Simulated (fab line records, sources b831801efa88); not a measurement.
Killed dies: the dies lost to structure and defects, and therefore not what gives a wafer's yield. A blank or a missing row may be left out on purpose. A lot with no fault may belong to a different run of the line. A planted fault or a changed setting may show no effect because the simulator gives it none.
Struck lot and sound lot, side by side | flow gf180mcu | 17 out of 602 route steps
Sound: wafers L411.1, L411.4, L411.6. Struck: wafers L424.1, L424.3, L424.6. The cause comes at the end.
Each step with rows lists, per side, the tool, then ch with its chambers, then its first start. Under that, the readings that differ: sound wafers | struck wafers | difference of the means | sigmas: that difference in standard deviations of wafers without a fault.
alike: same words and numbers on both sides, and readings whose means sit less than 2 such deviations apart. not compared: any withheld reading, any reading some wafer has no value for, any bound like >300 that may hide the same value, and any number with overlapping values for which the record gives no deviation.
A row with sigmas, a row that says differs or no value, or rows on one side alone: a step with any of these is where the two part. Numbers that have no deviation but don't overlap get no sigmas and don't part them. A reading missing from all wafers of one side parts the sides only when that side holds two or more wafers.

first, 2 steps without rows for these wafers: GF_MVPSD_IMPLANT_08; GF_MVPSD_IMPLANT_09.
GF_MVPSD_STRIP_10: strips in O2/N2.
  sound on plasma-asher-02 ch 0,1, day 6 02:40; struck on plasma-asher-02 ch 0,1, day 9 04:56
  alike: drypump-motor-current-A, heater-power-w, oes-product-au, strip-time-to-endpoint-s
  not compared: rf-hours-counter-h
GF_MVPSD_TW_MEAS_11:
  sound: film-metro-04 at day 6 02:46; struck: film-metro-01 at day 9 05:02
  reading  | sound       | struck      | difference | sigmas
  MVPSD_TW | 565 566 565 | 552 554 556 | -11        | -3
then, 7 steps without rows for these wafers: GF_VT_IMPLANT_DEHYDRATE_00 (time 60 s); GF_VT_IMPLANT_HMDS_01 (prime time 60 s); GF_VT_IMPLANT_COAT_02 (resist thk 1000 nm); GF_VT_IMPLANT_SOFTBAKE_03 (time 60 s); GF_VT_IMPLANT_EXPOSE_04 (exposes mask LVPWELL LV AREA, target cd 600 nm); GF_VT_IMPLANT_PEB_05; GF_VT_IMPLANT_DEVELOP_06 (develop time 60 s).
GF_VT_IMPLANT_OVL_MEAS_07:
  sound: overlay-02 at day 6 17:32; struck: overlay-01 at day 9 20:38
  alike: VT_IMPLANT_OVL
GF_VT_IMPLANT_IMPLANT_08:
  sound on implanter-04 ch 0, day 6 17:34; struck on implanter-02 ch 0, day 9 20:40
  reading                   | sound             | struck            | difference | sigmas
  implant-ion-amu           | 49 49 49          | 75 75 75          | +26        |
  model.implant.drp-nm (nm) | 9.752 9.752 9.752 | 7.212 7.212 7.212 | -2.540     |
  model.implant.rp-nm (nm)  | 17.18 17.18 17.18 | 15.66 15.66 15.66 | -1.52      |
GF_VT_IMPLANT_STRIP_09: strips in O2/N2.
  sound on plasma-asher-04 ch 0,1, day 6 17:43; struck on plasma-asher-03 ch 0,1, day 9 20:49
  alike: drypump-motor-current-A, heater-power-w, oes-product-au, strip-time-to-endpoint-s
  not compared: rf-hours-counter-h
GF_VT_IMPLANT_TW_MEAS_10:
  sound: film-metro-01 at day 6 17:49; struck: film-metro-02 at day 9 20:55
  reading       | sound             | struck            | difference | sigmas
  VT_IMPLANT_TW | 567.1 564.2 566.9 | 934.9 939.4 931.1 | +369.1     | +99 or more
then, 1 step without rows for these wafers: GF_VT_IMPLANT_DEHYDRATE_11 (time 60 s).
-- here the record skips 24 days between the struck wafers' starts before and after, leaving off in module VT_IMPLANT and picking up in module PASSIVATION (first step shown: number 602 of the route) --
GF_PASSIVATION_PROBE_99:
  rows exist in the record for the struck wafers here (prober-02, day 33 14:34), but not for the sound ones

## WHERE THEY PART
First at GF_MVPSD_TW_MEAS_11; last, within this record, at GF_PASSIVATION_PROBE_99.

WHY: the cause the simulator had injected
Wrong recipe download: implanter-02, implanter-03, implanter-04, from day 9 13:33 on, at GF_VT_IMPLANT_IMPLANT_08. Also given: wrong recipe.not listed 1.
